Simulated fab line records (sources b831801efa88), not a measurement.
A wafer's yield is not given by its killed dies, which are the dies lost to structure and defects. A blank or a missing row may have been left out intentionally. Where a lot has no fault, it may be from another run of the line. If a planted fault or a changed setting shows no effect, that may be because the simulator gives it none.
Check of tool commonality    flow sky130    Lots sampled 13, wafers sampled 42

== WHY THIS WAS OPENED ==
At SKY_POLY_GATE_CD_MEAS_13 the reading cdNm is flagged on 1 of 13 lots. Fault-free wafers read 150.1 nm, with a standard deviation of 1.1.
Rule: flag the lot when none of its wafers has a number, or when each of its wafers that has one lies beyond 4 standard deviations from that mean. As for the other lots, they are considered sound.

lot   measured      on        cdNm (nm), wafer by wafer            flag
L543  day 16 18:19  cdSem-02  150.6 150.5 151.2                    
L545  day 16 20:11  cdSem-02  148.3 149.2 149.9                    
L548  day 17 20:16  cdSem-02  161.5 162.9 162.1 161.4 162.5 162.0  FLAGGED
L550  day 18 13:51  cdSem-01  150.4 149.4 150.0                    
L554  day 20 02:04  cdSem-01  149.5 149.5 148.7                    
L557  day 21 12:17  cdSem-01  150.3 151.1 150.2                    
L558  day 21 19:02  cdSem-02  149.8 148.6 148.3                    
L559  day 22 04:58  cdSem-02  150.3 150.8 148.4                    
L560  day 22 13:35  cdSem-01  151.8 150.8 151.3                    
L563  day 23 06:52  cdSem-02  150.9 150.3 151.2                    
L564  day 23 17:46  cdSem-02  150.3 152.0 150.8                    
L565  day 24 06:29  cdSem-02  149.3 149.0 151.1                    
L566  day 25 02:13  cdSem-02  151.3 151.7 153.3                    
The numbers of the flagged lots are 162.1 nm on average: +12.0 nm against the usual, or +11 standard deviations.

== WHICH TOOL RAN EACH LOT ==
The record holds 1 process step before the reading, out of a route of 708 steps. Every cell lists first the tool, next ch and the chambers used by the sampled wafers, and last the start.
lot   flag     SKY_POLY_GATE_EXPOSE_10
L543           krfScanner-01 ch 0, day 16 03:59
L545           krfScanner-02 ch 0, day 16 06:10
L548  FLAGGED  krfScanner-01 ch 0, day 17 05:29
L550           krfScanner-02 ch 0, day 17 23:55
L554           krfScanner-01 ch 0, day 19 10:53
L557           krfScanner-01 ch 0, day 20 21:28
L558           krfScanner-02 ch 0, day 21 03:28
L559           krfScanner-01 ch 0, day 21 13:49
L560           krfScanner-01 ch 0, day 21 22:20
L563           krfScanner-02 ch 0, day 22 15:37
L564           krfScanner-01 ch 0, day 23 03:41
L565           krfScanner-02 ch 0, day 23 15:55
L566           krfScanner-01 ch 0, day 24 11:47
What is done by these steps:
- SKY_POLY_GATE_EXPOSE_10: exposes mask P1M, target cd 150 nm.
- SKY_POLY_GATE_CD_MEAS_13: target cd 150 nm.

== FLAGGED OVER TOTAL, TOOL BY TOOL (the gauges that took the reading come last) ==
step                      tool           lots run  flagged  share of the flagged lots  sound lots run after its first flagged lot
SKY_POLY_GATE_EXPOSE_10   krfScanner-01  8         1        all                        6 (L554,L557,L559,L560,L564,L566)
SKY_POLY_GATE_EXPOSE_10   krfScanner-02  5         0        none                       -
SKY_POLY_GATE_CD_MEAS_13  cdSem-01       4         0        none                       -
SKY_POLY_GATE_CD_MEAS_13  cdSem-02       9         1        all                        6 (L558,L559,L563,L564,L565,L566)

== WHAT THE TABLE PERMITS ==
Table rows that saw every flagged lot: 2, namely krfScanner-01 at SKY_POLY_GATE_EXPOSE_10 and cdSem-02 at SKY_POLY_GATE_CD_MEAS_13.
- krfScanner-01 at SKY_POLY_GATE_EXPOSE_10 ran 8 lots, 1 of them flagged. After the first flagged lot (L554, L557, L559, L560, L564, L566), sound lots still ran on it; a lasting fault on the whole tool would not permit that.
- cdSem-02 at SKY_POLY_GATE_CD_MEAS_13 ran 9 lots, 1 of them flagged. After the first flagged lot (L558, L559, L563, L564, L565, L566), sound lots still ran on it; a lasting fault on the whole tool would not permit that.
Every row of the table either missed a flagged lot or ran a sound lot after the first.

== WHAT THE SIMULATOR HAD PUT IN ==
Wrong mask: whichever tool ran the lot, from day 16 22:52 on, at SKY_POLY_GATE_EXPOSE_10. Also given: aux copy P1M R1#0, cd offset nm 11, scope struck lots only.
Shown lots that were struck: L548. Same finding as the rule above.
